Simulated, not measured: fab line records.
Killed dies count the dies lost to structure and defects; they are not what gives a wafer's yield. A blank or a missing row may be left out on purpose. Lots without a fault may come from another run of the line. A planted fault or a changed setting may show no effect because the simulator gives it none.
A struck lot beside a sound one | flow sky130 | 22 steps out of a route of 708
Sound: wafers L458.2, L458.3, L458.6. Struck: wafers L445.3, L445.6 (left out: L445.2, a lot-mate that was not struck); the cause follows at the end.
At each step with rows: each side's tool, then ch and its chambers, then its first start. Under that, the readings that differ: sound wafers | struck wafers | difference of the means | sigmas: that difference in standard deviations of wafers without a fault.
alike: readings whose means differ by less than 2 such deviations, and words and numbers that are the same on both sides. not compared: withheld readings, readings that some wafer has no value for, bounds like >300 that may hide the same value, and numbers for which the record gives no deviation and whose values overlap.
A row with sigmas, a row that says differs or no value, or rows on one side alone: a step with any of these is where the two part. Numbers that don't overlap but have no deviation are shown without sigmas and don't part them. A reading that every wafer of one side lacks parts them only if that side has two wafers or more.

first, 1 step without rows for these wafers: SKY_CAPM_DEVELOP_11 (develop time 60 s).
SKY_CAPM_OVL_MEAS_12:
  sound on overlay-01 at day 42 02:07; struck on overlay-01 at day 38 03:01
  alike: CAPM_OVL
SKY_CAPM_METAL_ETCH_13: etches TiN in Cl2/BCl3, stops on SiO2, target depth 220 nm, time 62.9 s.
  sound on rie metal-02 ch 0,1, day 42 02:08; struck on rie metal-01 ch 0,1, day 38 03:02
  reading                     | sound       | struck  | difference | sigmas
  drypump motor current A (A) | 6.5 6.6 6.6 | 5.7 5.0 | -1.2       | -2
  alike: oes product au, throttle valve pct
  not compared: rf hours counter h
SKY_CAPM_STRIP_14: strips in O2/N2.
  sound on plasma asher-03 ch 0,1, day 42 02:13; struck on plasma asher-01 ch 0,1, day 38 03:07
  alike: drypump motor current A, oes product au, strip time to endpoint s
  not compared: rf hours counter h
then, 8 steps without rows for these wafers: SKY_CAPM_STRIP_15 (strips in post etch residue remover, time 1232 s); SKY_CAPM_CLEAN_16 (cleans in IPA, time 180 s); SKY_CAPM_CLEAN_17 (cleans in O3/DIW); SKY_METAL3_DEHYDRATE_05 (time 60 s); SKY_METAL3_HMDS_06 (prime time 60 s); SKY_METAL3_COAT_07 (resist thk 60 nm); SKY_METAL3_COAT_08 (resist thk 1140 nm); SKY_METAL3_SOFTBAKE_09 (time 90 s).
SKY_METAL3_EXPOSE_10: exposes mask MM3, target cd 300 nm.
  sound on krf scanner-01 ch 0, day 42 14:31; struck on krf scanner-02 ch 0, day 38 16:22
  alike: mask
then, 2 steps without rows for these wafers: SKY_METAL3_PEB_11; SKY_METAL3_DEVELOP_12 (develop time 60 s).
SKY_METAL3_CD_MEAS_13: the cd target is 300 nm.
  sound on cd sem-02 at day 43 01:44; struck on cd sem-02 at day 39 04:44
  reading    | sound             | struck      | difference | sigmas
  cd nm (nm) | 299.6 300.0 299.3 | 185.2 185.9 | -114.1     | -95
SKY_METAL3_OVL_MEAS_14:
  sound on overlay-01 at day 43 01:51; struck on overlay-01 at day 39 04:51
  alike: METAL3_OVL
SKY_METAL3_DESCUM_15: chemistry O2, time 8 s.
  sound on rie metal-03 ch 0,1, day 43 01:53; struck on rie metal-03 ch 0,1, day 39 04:53
  reading                 | sound             | struck      | difference | sigmas
  model.METAL3.cd nm (nm) | 300.2 299.8 299.2 | 185.1 185.8 | -114.3     |
  alike: drypump motor current A, oes product au, temp c
  not compared: rf hours counter h
SKY_METAL3_ETCH_16: etches BARC in N2/H2, stops on SiO2, time 88.2 s, target depth 60 nm.
  sound on rie metal-03 ch 0,1, day 43 01:55; struck on rie metal-03 ch 0,1, day 39 04:55
  reading                | sound                | struck        | difference | sigmas
  throttle valve pct (%) | 13.228 13.222 13.212 | 13.197 13.204 | -0.020     | -2
  alike: drypump motor current A, oes product au
  not compared: rf hours counter h
SKY_METAL3_ETCH_17: etches SiO2 in C4F8/O2/Ar, stops on TiN, time 3.9 s, target depth 15 nm.
  sound on rie diel-02 ch 0,1,2, day 43 02:01; struck on rie diel-02 ch 0, day 39 05:01
  alike: oes product au
  not compared: rf hours counter h
SKY_METAL3_METAL_ETCH_18: etches the open film in Cl2/BCl3, stops on SiO2, target depth 845 nm, time 183.1 s.
  sound on rie metal-04 ch 0,1, day 43 02:02; struck on rie metal-04 ch 1, day 39 05:02
  reading                 | sound             | struck      | difference | sigmas
  model.METAL3.cd nm (nm) | 293.2 291.6 296.9 | 191.1 187.4 | -104.6     |
  alike: drypump motor current A, oes product au, throttle valve pct
  not compared: rf hours counter h
SKY_METAL3_STRIP_19: strips in O2/N2.
  sound on plasma asher-03 ch 0,1, day 43 02:13; struck on plasma asher-01 ch 0, day 39 05:13
  alike: drypump motor current A, oes product au, strip time to endpoint s
  not compared: rf hours counter h

== WHERE THEY PART ==
Earliest at SKY_CAPM_METAL_ETCH_13; latest, in this record, at SKY_METAL3_ETCH_16. Later steps at which nothing parts them and some readings are alike: SKY_METAL3_ETCH_17, SKY_METAL3_METAL_ETCH_18, SKY_METAL3_STRIP_19.

WHY: whatever the simulator had introduced
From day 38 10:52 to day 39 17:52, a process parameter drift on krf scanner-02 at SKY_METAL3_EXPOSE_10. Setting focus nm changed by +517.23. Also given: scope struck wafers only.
